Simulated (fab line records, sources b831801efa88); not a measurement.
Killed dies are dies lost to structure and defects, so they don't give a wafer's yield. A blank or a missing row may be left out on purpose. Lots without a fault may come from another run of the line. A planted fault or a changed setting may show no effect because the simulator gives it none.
fab line records | flow sky130
record lots=6 wafers=18 last_day=50
route steps=708 shown CAP2M@605 PAD_OPEN@708
lots that met no fault: from a run of the same line without faults
start_h: hours from the record's first day to the start of the lot's first wafer shown | wait_h: hours since the lot's step before | " the same as in the row above | L1.1+2: a row that stands for several wafers | - no value, or no start given | * or withheld: withheld | < > ~ a bound
route shown NAME@n: a module of which the file shows steps, and the number in the route of the first | usual: mean/standard deviation of fault-free wafers | same: alike in all rows | chamber/n: place in a boat | sites: the reading at each site | _std_site: their standard deviation | _edge_site: outer sites' mean less inner sites' | radius_mm: how far each site lies from the wafer's centre | mask NAME#n: copy n | behind: the tool/chamber that last shaped the wafer | hold: why the lot was held/for how many hours/how that ended | device: the transistor (n, p or np) that didn't switch | end of line: the same wafers' tests at the end of the route | a step without rows: its recipe alone | killed: dies lost to structure and defects at the first sort, not the wafer's yield | map: a wafer's dies, x killed, . not, _ none there
set.NAME: the setting as run; set.NAME@STEP: as run at that earlier step | model.NAME: the simulator's own value behind a step, which no gauge read
lots at some steps of the route; a table a step, a row a wafer
services: from which hour (start_h, from the record's first day; less than 0 if before it) a tool's chamber was out of use, for how many hours, and why
## steps
# step SKY_CAP2M_SPUTTER_02
# recipe material=TiN target_thk_nm=200 temp_c=300 power_w=6500 time_s=166.7 chamber_pressure_pa=0.4
# usual chamber_pressure_pa=0.3999/0.0007 throttle_valve_pct=29.7/0.82
# same time_s=166.7
# columns lot.wafer tool chamber start_h wait_h chamber_pressure_pa throttle_valve_pct
L682.4 pvd_sputter-03 - 951.98 0.0 0.3987 29.2
L682.5 " - " " 0.4009 28.8
L682.6 " - " " 0.3996 28.9
L683.2 pvd_sputter-01 - 956.13 0.0 0.3992 28.7
L683.5 " - " " 0.3989 28.6
L683.6 " - " " 0.3999 30.2
L688.1 pvd_sputter-03 - 992.25 0.1 0.4009 29.2
L688.3 " - " " 0.4003 29.1
L688.5 " - " " 0.4002 29.3
L698.3 pvd_sputter-01 - 1054.92 0.0 0.3992 29.7
L698.4 " - " " 0.3999 28.3
L698.5 " - " " 0.3992 30.2
L699.2 pvd_sputter-01 - 1069.93 0.0 0.3998 30.3
L699.4 " - " " 0.4006 28.5
L699.5 " - " " 0.3995 30.0
L701.2 pvd_sputter-02 - 1074.83 0.0 0.4009 28.3
L701.5 " - " " 0.4009 28.4
L701.6 " - " " 0.3994 30.3
# step SKY_CAP2M_RS_MEAS_03
# recipe thk_meas_gauge=four-point-probe reads=TiN_of_CAP2M_SPUTTER_02
# usual CAP2M_TIN_RS=6.94/0.074
# columns lot.wafer tool chamber start_h wait_h CAP2M_TIN_RS[ohm/sq]
L682.4 film_metro-03 - 952.15 0.1 6.92
L682.5 " - " " 6.88
L682.6 " - " " 6.86
L683.2 film_metro-03 - 956.26 0.1 6.98
L683.5 " - " " 7.01
L683.6 " - " " 6.97
L688.1 film_metro-02 - 992.36 0.1 6.81
L688.3 " - " " 6.84
L688.5 " - " " 6.80
L698.3 film_metro-01 - 1055.07 0.1 6.90
L698.4 " - " " 6.98
L698.5 " - " " 7.01
L699.2 film_metro-01 - 1070.06 0.1 6.87
L699.4 " - " " 6.89
L699.5 " - " " 6.95
L701.2 film_metro-03 - 1074.96 0.1 6.92
L701.5 " - " " 6.92
L701.6 " - " " 6.93
# step SKY_CAP2M_THK_MEAS_04
# recipe thk_meas_gauge=xrf reads=TiN_of_CAP2M_SPUTTER_02
# usual CAP2M_TIN_THK=202.5/2.3
# columns lot.wafer tool chamber start_h wait_h CAP2M_TIN_THK[nm]
L682.4 film_metro-03 - 952.24 0.1 206.3
L682.5 " - " " 204.9
L682.6 " - " " 206.3
L683.2 film_metro-03 - 956.37 0.1 204.5
L683.5 " - " " 203.0
L683.6 " - " " 203.3
L688.1 film_metro-02 - 992.48 0.1 203.8
L688.3 " - " " 203.9
L688.5 " - " " 204.8
L698.3 film_metro-01 - 1055.17 0.1 203.0
L698.4 " - " " 201.1
L698.5 " - " " 201.0
L699.2 film_metro-01 - 1070.17 0.1 204.4
L699.4 " - " " 202.7
L699.5 " - " " 201.7
L701.2 film_metro-03 - 1075.07 0.1 203.7
L701.5 " - " " 204.5
L701.6 " - " " 204.4
# step SKY_CAP2M_DEHYDRATE_05
# recipe temp_c=200 time_s=60
# step SKY_CAP2M_HMDS_06
# recipe prime_time_s=60 prime_temp_c=120
# step SKY_CAP2M_COAT_07
# recipe resist=NOVOLAK spin_rpm=3000 resist_thk_nm=1140
# step SKY_CAP2M_SOFTBAKE_08
# recipe temp_c=90 time_s=60 resist=NOVOLAK
# step SKY_CAP2M_EXPOSE_09
# recipe mask_id=CAP2M na=0.6 source_shape=conventional sigma_outer=0.6 polarization=unpolarized target_cd_nm=1000 dose_mj=159
# step SKY_CAP2M_PEB_10
# recipe temp_c=withheld time_s=* resist=NOVOLAK
# step SKY_CAP2M_DEVELOP_11
# recipe resist=NOVOLAK developer=TMAH develop_time_s=60 dev_temp_c=23
# step SKY_CAP2M_OVL_MEAS_12
# usual CAP2M_OVL=0.7/1.4
# columns lot.wafer tool chamber start_h wait_h CAP2M_OVL[nm]
L682.4 overlay-02 - 975.66 0.1 0.1
L682.5 " - " " 1.7
L682.6 " - " " -0.2
L683.2 overlay-01 - 980.08 0.1 2.5
L683.5 " - " " 2.0
L683.6 " - " " 2.9
L688.1 overlay-02 - 1015.80 0.1 -1.0
L688.3 " - " " -0.4
L688.5 " - " " -1.0
L698.3 overlay-02 - 1077.22 0.1 0.5
L698.4 " - " " 1.0
L698.5 " - " " -0.6
L699.2 overlay-02 - 1090.93 0.1 -0.3
L699.4 " - " " -0.3
L699.5 " - " " -0.2
L701.2 overlay-02 - 1096.06 0.1 3.0
L701.5 " - " " -0.3
L701.6 " - " " 0.7
# step SKY_CAP2M_METAL_ETCH_13
# recipe target_depth_nm=220 stop_on=SiO2 chemistry=Cl2/BCl3 target=TiN pressure_mtorr=10 icp_w=900 bias_w=48.5 Cl2_flow_sccm=60 bcl3_flow_sccm=30 time_s=62.9
# usual bcl3_flow_sccm=30.00/0.085 drypump_motor_current_A=5.3/0.35 oes_product_au=0.939/0.0069 throttle_valve_pct=21.905/0.0099
# same time_s=62.9
# columns lot.wafer tool chamber start_h wait_h bcl3_flow_sccm drypump_motor_current_A oes_product_au rf_hours_counter_h throttle_valve_pct
L682.4 rie_metal-04 0 975.71 0.0 29.84 5.3 0.941 - 21.903
L682.5 " 0 " " 29.92 5.2 0.939 - 21.906
L682.6 " 1 " " 30.06 5.4 0.945 - 21.884
L683.2 rie_metal-01 0 980.11 0.0 30.03 5.3 0.933 14 21.903
L683.5 " 1 " " 29.94 4.8 0.935 - 21.905
L683.6 " 0 " " 30.00 5.3 0.939 - 21.914
L688.1 rie_metal-01 0 1015.84 0.0 29.99 5.3 0.949 17 21.891
L688.3 " 1 " " 29.93 4.8 0.944 - 21.910
L688.5 " 1 " " 30.01 4.8 0.944 - 21.885
L698.3 rie_metal-01 0 1077.27 0.0 30.01 5.3 0.934 - 21.897
L698.4 " 1 " " 29.86 4.8 0.936 - 21.902
L698.5 " 0 " " 29.99 5.3 0.937 - 21.903
L699.2 rie_metal-01 1 1090.96 0.0 30.06 4.8 0.945 10 21.899
L699.4 " 1 " " 30.02 4.8 0.940 - 21.918
L699.5 " 0 " " 30.09 5.3 0.941 - 21.904
L701.2 rie_metal-03 1 1096.09 0.0 30.04 5.6 0.939 17 21.907
L701.5 " 1 " " 30.02 5.6 0.939 - 21.918
L701.6 " 0 " " 29.89 6.1 0.937 - 21.914
# step SKY_CAP2M_STRIP_14
# recipe chemistry=O2/N2 power_w=1400 pressure_mtorr=1500 platen_temp_c=withheld o2_flow_sccm=3000 n2_flow_sccm=300 overash_fraction=0.5
# usual drypump_motor_current_A=5.9/0.59 o2_flow_sccm=3000/9.3 oes_product_au=0.710/0.0042 strip_time_to_endpoint_s=12.67/0.041
# columns lot.wafer tool chamber start_h wait_h drypump_motor_current_A o2_flow_sccm oes_product_au rf_hours_counter_h strip_time_to_endpoint_s
L682.4 plasma_asher-02 0 975.81 0.1 5.0 2998 0.704 - 12.63
L682.5 " 1 " " 6.1 2986 0.708 - 12.66
L682.6 " 0 " " 5.0 3002 0.713 - 12.66
L683.2 plasma_asher-02 1 980.19 0.1 6.1 2408 0.705 115 12.83
L683.5 " 0 " " 4.9 2402 0.699 - 12.82
L683.6 " 1 " " 6.1 2385 0.702 - 12.83
L688.1 plasma_asher-02 1 1015.92 0.1 6.0 2390 0.695 119 12.81
L688.3 " 1 " " 6.1 2394 0.698 - 12.84
L688.5 " 1 " " 6.0 2394 0.700 - 12.83
L698.3 plasma_asher-04 0 1077.35 0.1 6.6 3021 0.713 - 12.67
L698.4 " 1 " " 5.8 3006 0.709 - 12.68
L698.5 " 0 " " 6.6 3013 0.714 - 12.66
L699.2 plasma_asher-02 0 1091.04 0.1 5.0 3010 0.711 3 12.62
L699.4 " 1 " " 6.1 2977 0.719 - 12.64
L699.5 " 0 " " 5.0 2992 0.714 - 12.62
L701.2 plasma_asher-02 1 1096.17 0.1 6.0 2991 0.707 4 12.70
L701.5 " 1 " " 6.0 2978 0.712 - 12.69
L701.6 " 0 " " 5.0 3002 0.715 - 12.69
# step SKY_CAP2M_STRIP_15
# recipe chemistry=post_etch_residue_remover time_s=1200 temp_c=72.5
# step SKY_PAD_OPEN_PROBE_99
# usual defect_limited_yield=82.5/2 killed_at_M0_to_M3=44/7.4 killed_at_M4_up=3.0/1.8 killed_at_contacts=24/5.1 killed_at_front_end=15/4.3 killed_at_other=0.3/0.54 killed_dies=86/9.9 killed_open=47/7.1 killed_short=38/6.7 sort_bin_3_pad_short=0.8/0.39 sort_bin_5_function=10.4/1.5 sort_bin_6_memory=6.2/1.2 sort_n_pass=406/9.9 sort_yield_pct=82.5/2
# same gross_dies=492 killed_at_back_side=0 sort_bin_4_leakage[%]=0 sort_bin_8_speed[%]=0
# columns lot.wafer tool chamber start_h wait_h defect_limited_yield[%] killed_at_M0_to_M3 killed_at_M4_up killed_at_contacts killed_at_front_end killed_at_other killed_dies killed_open killed_short sort_bin_3_pad_short[%] sort_bin_5_function[%] sort_bin_6_memory[%] sort_n_pass sort_yield_pct[%]
L682.4 prober-01 - 1097.44 0.2 82.9 44 3 23 14 0 84 53 31 0.6 8.9 7.5 408 82.9
L682.5 prober-01 - 1097.49 0.2 83.9 44 2 17 16 0 79 31 48 1.6 9.1 5.3 413 83.9
L682.6 prober-01 - 1097.54 0.2 85.0 34 0 31 9 0 74 33 41 1.4 6.9 6.7 418 85.0
L683.2 prober-02 - 1098.84 0.1 85.6 33 2 27 9 0 71 40 31 0.4 8.3 5.7 421 85.6
L683.5 prober-02 - 1098.99 0.2 79.9 48 2 30 17 2 99 53 46 0.8 12.0 7.3 393 79.9
L683.6 prober-02 - 1099.04 0.2 80.7 47 4 24 20 0 95 51 44 0.8 11.2 7.3 397 80.7
L698.3 prober-02 - 1179.93 0.2 79.7 49 4 28 19 0 100 58 42 0.6 11.0 8.7 392 79.7
L698.4 prober-02 - 1179.98 0.2 80.7 55 4 28 8 0 95 49 46 0.4 12.4 6.5 397 80.7
L698.5 prober-02 - 1180.03 0.2 82.7 41 5 27 12 0 85 47 38 0.6 12.2 4.5 407 82.7
L701.2 prober-01 - 1195.49 0.1 83.7 38 0 22 19 1 80 47 33 0.8 10.0 5.5 412 83.7
L701.5 prober-01 - 1195.64 0.2 82.1 46 2 26 14 0 88 47 41 1.0 10.4 6.5 404 82.1
L701.6 prober-01 - 1195.69 0.2 85.0 40 0 23 10 1 74 41 33 0.2 10.6 4.3 418 85.0
# killed by level:class
L682.4 VIA1:geometric_particle:open=10 VIA3:geometric_particle:open=10 VIA2:geometric_particle:open=9 CONTACT:geometric_particle:open=7 LOCAL_INTERCONNECT:geometric_particle:short=5 CONTACT:geometric_particle:short=5 POLY_GATE:geometric_particle:open=4 POLY_GATE:geometric_particle:short=3
L682.5 FIELD_ISO:geometric_particle:short=8 LI_CONTACT:geometric_particle:open=8 METAL2:geometric_particle:short=7 VIA3:geometric_particle:open=6 METAL1:geometric_particle:short=5 VIA1:geometric_particle:open=5 VIA2:geometric_particle:open=5 VIA2:geometric_particle:short=5
L682.6 LI_CONTACT:geometric_particle:open=12 VIA3:geometric_particle:short=7 METAL1:geometric_particle:short=6 CONTACT:geometric_particle:short=5 LI_CONTACT:geometric_particle:short=5 CONTACT:geometric_particle:open=5 LOCAL_INTERCONNECT:geometric_particle:short=4 METAL2:geometric_particle:short=4
L683.2 VIA1:geometric_particle:open=9 CONTACT:geometric_particle:open=9 CONTACT:geometric_particle:short=7 VIA2:geometric_particle:open=7 LOCAL_INTERCONNECT:geometric_particle:short=4 VIA2:geometric_particle:short=4 POLY_GATE:geometric_particle:open=3 LI_CONTACT:geometric_particle:open=3
L683.5 CONTACT:geometric_particle:open=12 VIA1:geometric_particle:open=8 LI_CONTACT:geometric_particle:open=7 VIA2:geometric_particle:open=7 FIELD_ISO:geometric_particle:open=5 LOCAL_INTERCONNECT:geometric_particle:short=5 METAL1:geometric_particle:short=5 VIA3:geometric_particle:open=5
L683.6 VIA1:geometric_particle:open=13 FIELD_ISO:geometric_particle:short=7 LI_CONTACT:geometric_particle:open=7 VIA1:geometric_particle:short=7 CONTACT:geometric_particle:short=6 CONTACT:geometric_particle:open=6 VIA2:geometric_particle:open=6 VIA3:geometric_particle:open=6
L698.3 VIA1:geometric_particle:open=14 CONTACT:geometric_particle:open=11 VIA1:geometric_particle:short=8 LI_CONTACT:geometric_particle:open=8 POLY_GATE:geometric_particle:open=5 METAL1:geometric_particle:short=5 VIA3:geometric_particle:open=5 FIELD_ISO:geometric_particle:open=4
L698.4 VIA1:geometric_particle:open=17 LI_CONTACT:geometric_particle:open=10 VIA1:geometric_particle:short=8 METAL2:geometric_particle:short=7 LI_CONTACT:geometric_particle:short=6 CONTACT:geometric_particle:open=6 CONTACT:geometric_particle:short=5 VIA2:geometric_particle:open=5
L698.5 LI_CONTACT:geometric_particle:open=10 VIA1:geometric_particle:open=9 VIA2:geometric_particle:open=7 CONTACT:geometric_particle:open=6 VIA3:geometric_particle:open=6 VIA3:geometric_particle:short=5 VIA1:geometric_particle:short=5 CONTACT:geometric_particle:short=4
L701.2 LI_CONTACT:geometric_particle:open=10 VIA1:geometric_particle:open=9 FIELD_ISO:geometric_particle:open=6 METAL1:geometric_particle:short=6 CONTACT:geometric_particle:open=6 VIA1:geometric_particle:short=6 FIELD_ISO:geometric_particle:short=5 METAL2:geometric_particle:short=5
L701.5 VIA3:geometric_particle:open=13 LOCAL_INTERCONNECT:geometric_particle:short=7 VIA1:geometric_particle:short=7 VIA1:geometric_particle:open=7 CONTACT:geometric_particle:open=6 METAL2:geometric_particle:short=5 FIELD_ISO:geometric_particle:open=4 FIELD_ISO:geometric_particle:short=4
L701.6 VIA1:geometric_particle:open=10 LI_CONTACT:geometric_particle:open=8 CONTACT:geometric_particle:open=7 VIA3:geometric_particle:open=6 VIA1:geometric_particle:short=5 VIA3:geometric_particle:short=5 VIA2:geometric_particle:open=4 METAL1:geometric_particle:short=4
## services
# columns tool chamber start_h hours kind
pvd_sputter-01 - 947.22 5.7 repair
rie_metal-03 0 961.10 45.0 repair
pvd_sputter-02 - 1020.43 8.2 repair
rie_metal-01 - 1025.86 1.4 pm
rie_metal-01 - 1040.47 2.8 pm
plasma_asher-02 - 1055.25 9.0 pm
plasma_asher-02 0 1055.25 9.0 vent_cycle
plasma_asher-02 1 1055.25 9.0 vent_cycle
plasma_asher-02 0 1064.25 - clean
plasma_asher-02 1 1064.25 - clean
## key
first_sign step=SKY_CAP2M_STRIP_14 reading=o2_flow_sccm direction=down sigmas=65 usual=3000 struck=2396
effect step=SKY_CAP2M_STRIP_14 reading=strip_time_to_endpoint_s direction=up sigmas=3.9 usual=* struck=*
met_at SKY_CAP2M_STRIP_14
struck_wafers L683.2,L683.5,L683.6,L688.1,L688.3,L688.5
onset_between 975.81 980.19
fault kind=process_parameter_drift tool=plasma_asher-02 chamber=- onset_h=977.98 steps=SKY_CAP2M_STRIP_14 channel=o2_flow_sccm offset=-600 shape=step end_h=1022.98 acts_in=these_recipes_only stated=3000
